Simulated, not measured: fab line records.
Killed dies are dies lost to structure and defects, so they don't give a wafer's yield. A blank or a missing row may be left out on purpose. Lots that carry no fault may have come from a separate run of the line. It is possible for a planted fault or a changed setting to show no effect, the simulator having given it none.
What tool caused it? | flow sky130 | 39 wafers from 13 lots sampled at 4 of the route's 708 steps

== WHAT EACH GAUGE READ, for each wafer ==
SKY_METAL1_CD_MEAS_15: the cd target is 140 nm. Usual: cd-nm reads 140.3 nm (standard deviation 1.6).
lot  | measured     | on        | cd-nm (nm)        | flag
L795 | day 32 12:44 | cd-sem-01 | 137.4 137.1 138.3 |
L796 | day 33 03:15 | cd-sem-02 | 141.1 141.0 141.9 |
L799 | day 34 03:02 | cd-sem-02 | 141.4 141.0 141.2 |
L801 | day 34 17:25 | cd-sem-01 | 137.2 138.7 137.6 |
L800 | day 35 03:43 | cd-sem-01 | 140.4 143.2 142.3 |
L802 | day 35 08:52 | cd-sem-01 | 140.0 142.2 142.1 |
L805 | day 36 05:15 | cd-sem-01 | 139.6 139.2 140.0 |
L806 | day 36 10:22 | cd-sem-01 | 140.6 141.4 141.2 |
L807 | day 36 18:07 | cd-sem-02 | 140.3 140.4 140.8 |
L808 | day 36 23:07 | cd-sem-02 | 141.1 141.3 140.6 |
L809 | day 37 10:40 | cd-sem-02 | 140.5 140.4 140.2 |
L815 | day 39 10:56 | cd-sem-02 | 140.6 139.9 139.6 |
L817 | day 39 15:34 | cd-sem-02 | 143.7 143.2 142.9 |

== WHICH TOOL RAN EACH LOT (tool, then ch and the chambers of the sampled wafers, then the start) ==
lot  | SKY_POLY_GATE_DEVELOP_12          | SKY_SD_N_RTA_14                  | SKY_LI_CONTACT_SPUTTER_19
L795 | litho-track-01 ch 0, day 16 01:00 | rtp-anneal-01 ch 0, day 27 15:23 | pvd-sputter-03, day 28 21:16
L796 | litho-track-02 ch 0, day 16 20:00 | rtp-anneal-02 ch 0, day 28 07:15 | pvd-sputter-02, day 29 12:38
L799 | litho-track-01 ch 0, day 17 16:00 | rtp-anneal-01 ch 0, day 29 07:08 | pvd-sputter-03, day 30 13:12
L801 | litho-track-02 ch 0, day 18 12:00 | rtp-anneal-02 ch 0, day 29 23:26 | pvd-sputter-03, day 31 05:23
L800 | litho-track-04 ch 0, day 18 17:00 | rtp-anneal-01 ch 0, day 30 07:05 | pvd-sputter-02, day 31 15:56
L802 | litho-track-04 ch 0, day 19 05:00 | rtp-anneal-02 ch 0, day 30 14:32 | pvd-sputter-04, day 31 20:20
L805 | litho-track-04 ch 0, day 20 04:00 | rtp-anneal-01 ch 0, day 31 12:57 | pvd-sputter-04, day 32 17:26
L806 | litho-track-02 ch 0, day 20 13:00 | rtp-anneal-02 ch 0, day 31 17:05 | pvd-sputter-04, day 32 21:37
L807 | litho-track-02 ch 0, day 20 23:00 | rtp-anneal-01 ch 0, day 32 03:39 | pvd-sputter-04, day 33 07:41
L808 | litho-track-04 ch 0, day 21 05:00 | rtp-anneal-02 ch 0, day 32 09:40 | pvd-sputter-04, day 33 13:32
L809 | litho-track-02 ch 0, day 21 16:00 | rtp-anneal-01 ch 0, day 32 20:29 | pvd-sputter-02, day 34 00:39
L815 | litho-track-02 ch 0, day 24 00:00 | rtp-anneal-01 ch 0, day 34 21:23 | pvd-sputter-03, day 36 01:29
L817 | litho-track-02 ch 0, day 24 07:00 | rtp-anneal-01 ch 0, day 35 03:17 | pvd-sputter-03, day 36 07:16
- SKY_POLY_GATE_DEVELOP_12: develop time 60 s.
- SKY_SD_N_RTA_14: time 2 s.
- SKY_LI_CONTACT_SPUTTER_19: material Ti, target thk 20 nm, time 106.37 s.

== WHAT THE TOOLS THEMSELVES READ (means of the sampled wafers that have a number; where no wafer has one, the mark that the record gives instead) ==
SKY_POLY_GATE_DEVELOP_12. Usual: developer-temp-C reads 20.99 C (standard deviation 0.11).
lot  | tool           | developer-temp-C (C) | flag
L795 | litho-track-01 | 20.96                |
L796 | litho-track-02 | 21.01                |
L799 | litho-track-01 | 20.91                |
L801 | litho-track-02 | 20.97                |
L800 | litho-track-04 | 20.97                |
L802 | litho-track-04 | 20.81                |
L805 | litho-track-04 | 20.98                |
L806 | litho-track-02 | 20.88                |
L807 | litho-track-02 | 20.99                |
L808 | litho-track-04 | 21.01                |
L809 | litho-track-02 | 21.01                |
L815 | litho-track-02 | 18.98                | OFF
L817 | litho-track-02 | 19.12                | OFF

SKY_SD_N_RTA_14. Usual: chamber-o2-ppm 2.000, standard deviation 0.019; lamp-power-pct 15.73 %, standard deviation 0.055; wafer_temp_C_max 1078.1, standard deviation 1.3.
lot  | tool          | chamber-o2-ppm | lamp-power-pct (%) | wafer_temp_C_max | flag
L795 | rtp-anneal-01 | 2.002          | 15.74              | 1078.8           |
L796 | rtp-anneal-02 | 2.004          | 15.71              | 1078.8           |
L799 | rtp-anneal-01 | 1.982          | 15.74              | 1077.2           |
L801 | rtp-anneal-02 | 2.011          | 15.76              | 1079.0           |
L800 | rtp-anneal-01 | 1.997          | 15.72              | 1078.7           |
L802 | rtp-anneal-02 | 1.984          | 15.77              | 1076.1           |
L805 | rtp-anneal-01 | 2.005          | 15.72              | 1076.3           |
L806 | rtp-anneal-02 | 2.008          | 15.69              | 1078.5           |
L807 | rtp-anneal-01 | 2.000          | 15.72              | 1077.9           |
L808 | rtp-anneal-02 | 2.022          | 15.71              | 1077.7           |
L809 | rtp-anneal-01 | 2.008          | 15.74              | 1077.9           |
L815 | rtp-anneal-01 | 2.006          | 15.72              | 1078.8           |
L817 | rtp-anneal-01 | 1.978          | 15.69              | 1079.3           |

SKY_LI_CONTACT_SPUTTER_19. Usual: cathode-dc-power-W 2500.0 W, standard deviation 0.49; chamber-pressure-pa 4.885 Pa, standard deviation 0.0087; throttle-valve-pct 30.3 %, standard deviation 0.69.
lot  | tool           | cathode-dc-power-W (W) | chamber-pressure-pa (Pa) | throttle-valve-pct (%) | flag
L795 | pvd-sputter-03 | 2499.9                 | 4.882                    | 30.2                   |
L796 | pvd-sputter-02 | 2499.7                 | 4.887                    | 29.3                   |
L799 | pvd-sputter-03 | 2500.1                 | 4.892                    | 30.8                   |
L801 | pvd-sputter-03 | 2500.0                 | 4.892                    | 30.7                   |
L800 | pvd-sputter-02 | 2499.7                 | 4.884                    | 29.8                   |
L802 | pvd-sputter-04 | 2500.3                 | 4.895                    | 30.2                   |
L805 | pvd-sputter-04 | 2500.3                 | 4.878                    | 30.1                   |
L806 | pvd-sputter-04 | 2500.3                 | 4.883                    | 30.6                   |
L807 | pvd-sputter-04 | 2499.6                 | 4.894                    | 30.4                   |
L808 | pvd-sputter-04 | 2500.1                 | 4.895                    | 30.3                   |
L809 | pvd-sputter-02 | 2499.8                 | 4.883                    | 29.7                   |
L815 | pvd-sputter-03 | 2500.2                 | 4.891                    | 30.0                   |
L817 | pvd-sputter-03 | 2500.1                 | 4.883                    | 30.4                   |

== THE ANSWER, worked out from the rows above alone ==
Rule: a lot is off if the mean of its wafers that have a number lies more than 3 standard deviations from the usual mean. Also off: a lot with no number at a reading for which 4 or more lots have one. The other lots that the step has rows for count as sound. First the gauges in route order, then the tools' own readings, where a lot's mean is used as printed above. The first step at which some lot is off is used, and at that step the reading that is off furthest; a lot without a number counts as furthest.
Off at SKY_POLY_GATE_DEVELOP_12 (developer-temp-C): L815, L817.
If a tool, at that step or one of the process steps before it, ran each lot that is off and ran no sound lot following the first of them, it fits. One fits: SKY_POLY_GATE_DEVELOP_12 on litho-track-02. A fault onset in the window from L809 (day 21 16:00, its last sound lot) to L815 (day 24 00:00, its first lot off) fits.
On the lots that are off, the tool's own readings at SKY_POLY_GATE_DEVELOP_12 differ by more than 5 times the standard deviation of the sound lots' means, which bears it out; developer-temp-C reads 19.05 C there versus 20.95 C on the sound lots.

== WHAT THE SIMULATOR HAD INSERTED ==
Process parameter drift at SKY_POLY_GATE_DEVELOP_12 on litho-track-02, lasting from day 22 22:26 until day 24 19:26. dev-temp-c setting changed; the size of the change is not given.
Shown lots that were struck: L815, L817. The rule above reached the same finding.
